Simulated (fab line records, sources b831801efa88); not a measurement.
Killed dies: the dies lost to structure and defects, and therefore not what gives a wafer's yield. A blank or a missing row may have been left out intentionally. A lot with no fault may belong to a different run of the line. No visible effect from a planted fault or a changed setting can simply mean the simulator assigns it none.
Problem report, 8D (eight disciplines) form, completed by code -- flow sky130 -- the parts of the form that need people (team, actions taken, sign-off) are left out

== 1. THE ISSUE ==
Wafers free of any fault read 5279 ohm/sq (standard deviation 21) for PWDE_RS at SKY_NWELL_RS_MEAS_31, against a mean of 5400 ohm/sq on 9 wafers of 3 lots. Relative to the usual mean, that is a shift of +5.8 standard deviations.
The step: measures by four-point-probe.
Earliest sighting: wafer L558.4 on film-metro-03 at day 9 12:05. The record has a number at this step for 36 wafers belonging to 12 lots. Rule for "out" (also "out of limits"): further than 4 standard deviations from the usual mean. All remaining wafers that have a number are taken as sound.

== 2. WHAT IT IS, AND WHAT IT ISN'T ==
question,is,is not
which readings at this step,PWDE_RS,-
which lots,"L558, L559, L560","L546, L547, L549, L551, L552, L556, L557, L563, L565"
which wafers of those lots,all that have a number,-
read on which gauges,"film-metro-02, film-metro-03",film-metro-04
when,from day 9 12:05,"up to then (21 sound wafers); but 6 sound wafers of L563, L565 came after"

== 3. THE SUSPECTS, EACH WITH WHAT RULES IT OUT ==
Counting: a tool stays on the suspect list if, at a process step up to the reading, it processed all lots that are out and no sound lot following the first of them.
- ruled out: the gauge at SKY_NWELL_RS_MEAS_31. 2 gauges (film-metro-02, film-metro-03) read the wafers that are out.
- implanter-04 at SKY_PWDE_IMPLANT_08: kept. It ran every lot that is out, first L558 (day 7 16:45), and no sound lot after that; its last sound lot up to then is L557 (day 7 11:11). On those wafers its own readings are out: dose-ions-cm2.
The count leaves implanter-04 at SKY_PWDE_IMPLANT_08.

== 4. THE CAUSE (what the simulator had put in) ==
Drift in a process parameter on implanter-04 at SKY_PWDE_IMPLANT_08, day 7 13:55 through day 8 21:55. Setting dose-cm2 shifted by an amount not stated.
After counting, this tool was the only one left.

== 5. THE CHAIN OF EFFECTS, in route order ==
One row per reading whose mean, taken over the struck wafers that have a number, lies over 3 standard deviations from the usual. Only readings for which the record gives a usual standard deviation are gone through. hours: the time from each lot's start at the first step in this table that gives one to its start at this step, as a median over the lots. sigmas: the change in usual standard deviations.
hours,step,reading,usual,on struck wafers,change,sigmas
0,SKY_PWDE_IMPLANT_08,dose-ions-cm2,3.599e+12,3.498e+12,-1.013e+11,-28
43,SKY_NWELL_RS_MEAS_31,PWDE_RS,5279 ohm/sq,5400,+121,+5.8
Its process steps:
- SKY_PWDE_IMPLANT_08
Later measuring or inspecting steps at which every struck wafer that the step has a row for has a number for every such reading, and none has moved that far: SKY_POLY_CUT_CD_MEAS_08, SKY_CONTACT_THK_MEAS_01.

== 6. HOW IT WOULD HAVE BEEN CAUGHT EARLIER ==
The first out-of-limits reading at a measuring or inspecting step in this record came at day 9 12:05, 46 hours after the fault's start at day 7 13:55.
The tool's own readings at SKY_PWDE_IMPLANT_08 were out on every struck wafer that the step has a row for (dose-ions-cm2): an alarm limit on them would have fired on the first of those.
Each of the lots that are out, 3 in all, had begun SKY_PWDE_IMPLANT_08 on implanter-04 no later than day 9 12:05. Holding the tool at that point would not have protected any of them.
